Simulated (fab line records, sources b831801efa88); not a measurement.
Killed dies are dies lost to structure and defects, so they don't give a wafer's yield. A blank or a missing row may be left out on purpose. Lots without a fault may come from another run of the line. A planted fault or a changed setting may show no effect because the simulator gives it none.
A struck lot beside a sound one | flow sky130 | 17 steps out of a route of 708
Sound: wafers L617.4, L617.5, L617.6. Struck: wafers L619.3, L619.4, L619.5. The cause comes at the end.
At each step with rows: each side's tool, then ch and its chambers, then its first start. Under that, the readings that differ: sound wafers | struck wafers | difference of the means | sigmas: that difference in standard deviations of wafers without a fault.
alike: readings whose means differ by less than 2 such deviations, and words and numbers that are the same on both sides. not compared: withheld readings, readings that some wafer has no value for, bounds like >300 that may hide the same value, and numbers for which the record gives no deviation and whose values overlap.
The two part at a step that has a row with sigmas, a row that says differs or no value, or rows on one side only. Numbers that don't overlap but have no deviation are shown without sigmas and don't part them. A reading that every wafer of one side lacks parts them only if that side has two wafers or more.

first, 4 steps without rows for these wafers: SKY_LDD_HVN_SOFTBAKE_03 (time 60 s); SKY_LDD_HVN_EXPOSE_04 (exposes mask HVNTM, target cd 700 nm); SKY_LDD_HVN_PEB_05; SKY_LDD_HVN_DEVELOP_06 (develop time 60 s).
SKY_LDD_HVN_OVL_MEAS_07:
  sound on overlay-02, day 21 02:29; struck on overlay-01, day 21 13:19
  alike: LDD_HVN_OVL
then, 1 step without rows for these wafers: SKY_LDD_HVN_IMPLANT_08.
SKY_LDD_HVN_STRIP_09: strips in O2/N2.
  sound on plasma_asher-01 ch 0,1, day 21 02:41; struck on plasma_asher-02 ch 0,1, day 21 13:32
  alike: chamber_pressure_mTorr, drypump_motor_current_A, oes_product_au, strip_time_to_endpoint_s
  not compared: rf_hours_counter_h
SKY_LDD_HVN_TW_MEAS_10:
  sound on film_metro-01, day 21 02:46; struck on film_metro-04, day 21 13:37
  alike: LDD_HVN_TW
then, 4 steps without rows for these wafers: SKY_LDD_HVP_DEHYDRATE_00 (time 60 s); SKY_LDD_HVP_HMDS_01 (prime time 60 s); SKY_LDD_HVP_COAT_02 (resist thk 300 nm); SKY_LDD_HVP_SOFTBAKE_03 (time 60 s).
SKY_LDD_HVP_EXPOSE_04: exposes mask HVPTM, target cd 700 nm.
  sound on iline_stepper-02 ch 0, day 21 18:34; struck on iline_stepper-02 ch 0, day 22 04:43
  reading                         | sound                   | struck            | difference | sigmas
  model.LDD_HVP.overlay_x_nm (nm) | 0.04157 0.04157 0.04157 | 61.87 61.87 61.87 | +61.83     |
  alike: mask
then, 2 steps without rows for these wafers: SKY_LDD_HVP_PEB_05; SKY_LDD_HVP_DEVELOP_06 (develop time 60 s).
SKY_LDD_HVP_OVL_MEAS_07:
  sound on overlay-02, day 22 08:51; struck on overlay-01, day 22 19:58
  reading          | sound         | struck         | difference | sigmas
  LDD_HVP_OVL (nm) | -1.2 -1.4 0.2 | 62.2 61.4 60.3 | +62.1      | +48
  not compared: hold
SKY_PAD_OPEN_PROBE_99:
  the record has rows for the sound wafers here (prober-01, day 46 04:48) and none for the struck ones

WHERE THEY PART
First at SKY_LDD_HVP_OVL_MEAS_07; last, within this record, at SKY_PAD_OPEN_PROBE_99.

WHY: what the simulator had put in
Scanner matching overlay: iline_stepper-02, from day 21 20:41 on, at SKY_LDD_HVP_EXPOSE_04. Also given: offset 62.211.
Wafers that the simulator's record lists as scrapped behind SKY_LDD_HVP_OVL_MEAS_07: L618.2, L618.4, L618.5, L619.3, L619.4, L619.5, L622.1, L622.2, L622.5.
